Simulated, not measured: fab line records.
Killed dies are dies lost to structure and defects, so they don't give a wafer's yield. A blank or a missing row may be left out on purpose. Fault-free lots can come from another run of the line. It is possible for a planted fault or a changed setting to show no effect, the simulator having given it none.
Which of the tools did it? || flow gf180mcu || 18 wafers from 6 lots sampled at 4 of the route's 602 steps

== WHAT THE GAUGES SHOWED, per wafer ==
GF_TOP_METAL_CD_MEAS_14 targets a cd of 440 nm.
{"lot": "L501", "measured": "day 29 04:49", "on": "cd-sem-01", "cd-nm (nm)": "438.0 438.6 437.4"}
{"lot": "L503", "measured": "day 29 16:37", "on": "cd-sem-02", "cd-nm (nm)": "437.3 437.9 436.4"}
{"lot": "L506", "measured": "day 30 13:41", "on": "cd-sem-01", "cd-nm (nm)": "438.4 439.2 439.3"}
{"lot": "L509", "measured": "day 31 13:28", "on": "cd-sem-02", "cd-nm (nm)": "433.7 434.7 433.5"}
{"lot": "L511", "measured": "day 32 00:49", "on": "cd-sem-02", "cd-nm (nm)": "440.5 441.5 436.9"}
{"lot": "L518", "measured": "day 33 13:22", "on": "cd-sem-02", "cd-nm (nm)": "436.9 435.6 436.2"}

== WHICH TOOL RAN EACH LOT (tool, then ch and the chambers of the sampled wafers, then the start) ==
{"lot": "L501", "GF_V1_CVD_02": "pecvd-02 ch 0,1,2, day 18 07:32", "GF_V4_CVD_23": "cvd-w-02 ch 0,1, day 25 14:01", "GF_MIM_SPUTTER_01": "pvd-sputter-03, day 25 14:40"}
{"lot": "L503", "GF_V1_CVD_02": "pecvd-03 ch 0,1,2, day 19 01:43", "GF_V4_CVD_23": "cvd-w-02 ch 0,1, day 26 06:26", "GF_MIM_SPUTTER_01": "pvd-sputter-03, day 26 07:08"}
{"lot": "L506", "GF_V1_CVD_02": "pecvd-01 ch 0,2, day 20 05:06", "GF_V4_CVD_23": "cvd-w-02 ch 0,1, day 27 04:55", "GF_MIM_SPUTTER_01": "pvd-sputter-03, day 27 05:36"}
{"lot": "L509", "GF_V1_CVD_02": "pecvd-01 ch 0,1,2, day 21 10:50", "GF_V4_CVD_23": "cvd-w-02 ch 0,1, day 28 06:37", "GF_MIM_SPUTTER_01": "pvd-sputter-03, day 28 07:19"}
{"lot": "L511", "GF_V1_CVD_02": "pecvd-02 ch 1,2, day 22 03:10", "GF_V4_CVD_23": "cvd-w-02 ch 0,1, day 28 20:23", "GF_MIM_SPUTTER_01": "pvd-sputter-01, day 28 21:02"}
{"lot": "L518", "GF_V1_CVD_02": "pecvd-01 ch 0,1,2, day 24 06:25", "GF_V4_CVD_23": "cvd-w-02 ch 0,1, day 30 13:53", "GF_MIM_SPUTTER_01": "pvd-sputter-03, day 30 14:32"}
- GF_V1_CVD_02: deposits SiO2 from TEOS, target thk 850 nm, time 94.851 s.
- GF_V4_CVD_23: deposits W, target thk 350 nm, time 104.9 s.
- GF_MIM_SPUTTER_01: material TiN, target thk 30 nm, time 25 s.

== THE ANSWER, worked out from the rows above alone ==
Rule: the usual values come from the lots themselves. Put in order of their means at a reading, lots are off if they are a third of the lots or fewer, leave a main group of 4 or more, and stand apart from it by a gap of 3 or more times the standard deviation of the main group's means; of several such gaps the widest counts. Not used: any main group whose means are identical at the precision the tables above print for the reading. A lot without any number at a reading at which 4 lots or more have one is off too. All remaining lots with rows at the step are treated as sound.
No lot is off at any reading shown: from this, nothing can be told.

== WHAT HAD BEEN PUT IN BY THE SIMULATOR ==
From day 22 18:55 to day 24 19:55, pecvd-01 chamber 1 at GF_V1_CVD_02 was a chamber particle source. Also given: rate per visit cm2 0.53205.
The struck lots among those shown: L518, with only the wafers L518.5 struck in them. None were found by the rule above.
